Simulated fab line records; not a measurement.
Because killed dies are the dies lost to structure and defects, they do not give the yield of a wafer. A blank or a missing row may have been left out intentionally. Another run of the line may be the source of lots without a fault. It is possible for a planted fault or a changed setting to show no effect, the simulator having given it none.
Chamber matching	flow sky130	4 sister chambers for SKY_LI_CONTACT_CMP_24 on cmp-01
The step polishes, stops on PSG, t overpolish 20 s, target thk 0 nm. 4 wafers are shown with their chamber, then 8 later ones without.

== WAFERS PAIRED WITH THEIR CHAMBERS ==
wafer	chamber	motor current A (A)
L448.6	1	10.0
L459.3	3	10.0
L459.5	2	11.8
L462.1	0	11.1

== WAFERS WITH NO CHAMBER GIVEN ==
wafer	motor current A (A)
L462.4	11.7
L462.5	11.2
L464.1	10.5
L464.4	10.7
L464.5	10.3
L467.1	10.0
L467.4	11.6
L467.5	10.1

== CHAMBER TAKEN BY EACH ==
wafer	from the rows above	in truth
L462.4	can't be placed: 2 or 0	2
L462.5	can't be placed: 0 or 2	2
L464.1	can't be placed: 1 or 3 or 0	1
L464.4	can't be placed: 0 or 1 or 3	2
L464.5	can't be placed: 1 or 3 or 0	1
L467.1	can't be placed: 1 or 3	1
L467.4	can't be placed: 2 or 0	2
L467.5	can't be placed: 1 or 3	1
Correct placement for 0 of the 8. Cannot be placed on the basis of these rows: 8; the candidates contain the true chamber in 7. Number placed wrongly: 0.
How it was worked out, from the rows above alone: a wafer's distance from a chamber is the root of the sum, over the readings, of the square of ((its reading less the chamber's mean) divided by the reading's scatter). The wafer belongs to the nearest chamber; if the next one is less than 2 further off, it can't be placed. The mean given for a chamber averages the wafers shown for that chamber. The scatter: root of mean squared gap, hidden wafer to nearest shown wafer, with one shown wafer a chamber.
